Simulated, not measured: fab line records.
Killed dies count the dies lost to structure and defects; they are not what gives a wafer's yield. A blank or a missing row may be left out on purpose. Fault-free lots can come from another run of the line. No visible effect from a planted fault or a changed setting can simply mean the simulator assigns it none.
2 desks, one fault || flow sky130 || each desk holds nothing but its own numbers, with what lay behind them at the end

== AT THE METROLOGY DESK ==
What the gauges read for every lot (on any tool): the sampled wafers with a number, averaged. Any lot whose mean is over 4 standard deviations away from the usual mean is out of limits and marked OUT; that distance is given in the brackets.
Columns: A = VT_ADJUST_PCH_TW at SKY_VT_ADJUST_PCH_TW_MEAS_10, usual 141.4; B = cd nm at SKY_SONOS_TUNNEL_CD_MEAS_07, usual 409.5 nm; C = SONOS_TUNNEL_OVL at SKY_SONOS_TUNNEL_OVL_MEAS_08, usual 0.0 nm
{"lot": "L381", "first seen here": "day 10 14:53", "A": 140.9, "B": 411.7, "C": 0.8}
{"lot": "L391", "first seen here": "day 13 14:05", "A": 141.2, "B": 412.2, "C": 1.5}
{"lot": "L395", "first seen here": "day 14 22:05", "A": 142.0, "B": 409.1, "C": -2.2}
{"lot": "L401", "first seen here": "day 16 20:38", "A": 141.0, "B": 407.3, "C": 0.0}
{"lot": "L403", "first seen here": "day 18 03:44", "A": 142.1, "B": 410.7, "C": -0.7}
{"lot": "L404", "first seen here": "day 18 12:02", "A": 142.9, "B": 406.4, "C": 0.5}
This desk's verdict: no lot among the 6 shows anything out of limits.

== THE TOOL OWNER'S DESK: implanter-04 ==
The tool's own readings at SKY_SONOS_TUNNEL_IMPLANT_09: means of the sampled wafers that have a number, for each lot that ran on this tool. Any lot whose mean is over 4 standard deviations away from the usual mean is out of limits and marked OUT; that distance is given in the brackets.
Columns: A = beam energy keV at SKY_SONOS_TUNNEL_IMPLANT_09, usual 20.000
{"lot": "L381", "first seen here": "day 11 14:10", "A": 19.997}
{"lot": "L391", "first seen here": "day 14 15:26", "A": "21.271 (+99 or more) OUT"}
{"lot": "L395", "first seen here": "day 16 01:44", "A": "21.276 (+99 or more) OUT"}
{"lot": "L404", "first seen here": "day 19 19:16", "A": 20.000}
This desk's finding: out of limits on L391, L395; first on L391, day 14 15:26 (beam energy keV at SKY_SONOS_TUNNEL_IMPLANT_09). In limits: L381, L404.

== BROUGHT TOGETHER ==
The tool owner's desk had the chance to raise an alarm at day 14 15:26 on L391, L395.
The metrology desk saw nothing out of limits.
The metrology desk has L391, L395 on record, within its limits.
Every lot named ran SKY_SONOS_TUNNEL_IMPLANT_09 on implanter-04.

== WHAT THE SIMULATOR HAD PUT IN ==
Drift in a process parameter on implanter-04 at SKY_SONOS_TUNNEL_IMPLANT_09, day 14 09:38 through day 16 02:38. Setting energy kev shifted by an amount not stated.
Struck lots among those shown: L391, L395.
Each desk's first reading out of limits, in hours after the fault started: the tool owner's desk, 6.
